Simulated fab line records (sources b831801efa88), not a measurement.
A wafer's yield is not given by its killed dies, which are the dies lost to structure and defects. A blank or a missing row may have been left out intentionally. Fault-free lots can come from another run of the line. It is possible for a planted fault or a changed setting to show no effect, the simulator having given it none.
Chamber matching    flow sky130    cmp-01 running SKY_CONTACT_CMP_04: 4 sister chambers
The step polishes SiO2. 4 wafers are shown with their chamber, then 8 later ones without.

== WAFERS WITH THEIR CHAMBER ==
wafer   chamber  time to endpoint s (s)
L598.3  2        84
L603.2  3        80
L607.4  1        77
L608.1  0        77

== WAFERS WHOSE CHAMBER IS MISSING ==
wafer   time to endpoint s (s)
L608.4  75
L608.5  77
L609.3  81
L609.4  82
L609.5  80
L614.3  71
L614.4  80
L614.5  78

== CHAMBER TAKEN BY EACH ==
wafer   from the rows above                in truth
L608.4  can't be placed: 0 or 1 or 3       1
L608.5  can't be placed: 0 or 1 or 3       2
L609.3  can't be placed: 3 or 2 or 0 or 1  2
L609.4  can't be placed: 2 or 3 or 0 or 1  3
L609.5  can't be placed: 3 or 0 or 1 or 2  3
L614.3  can't be placed: 0 or 1 or 3       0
L614.4  can't be placed: 3 or 0 or 1 or 2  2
L614.5  can't be placed: 0 or 1 or 3       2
Placed correctly: 0 of 8. Cannot be placed on the basis of these rows: 8; the candidates contain the true chamber in 6. Placed wrongly: 0.
How it was worked out, from the rows above alone: a wafer's distance from a chamber is the root of the sum, over the readings, of the square of ((its reading less the chamber's mean) divided by the reading's scatter). The wafer belongs to the nearest chamber; if the next one is less than 2 further off, it can't be placed. For every chamber, the mean is computed from those of its wafers that are shown. The scatter (one wafer shown for each chamber): square how far every hidden wafer sits from the nearest shown wafer, average those squares and take the square root.
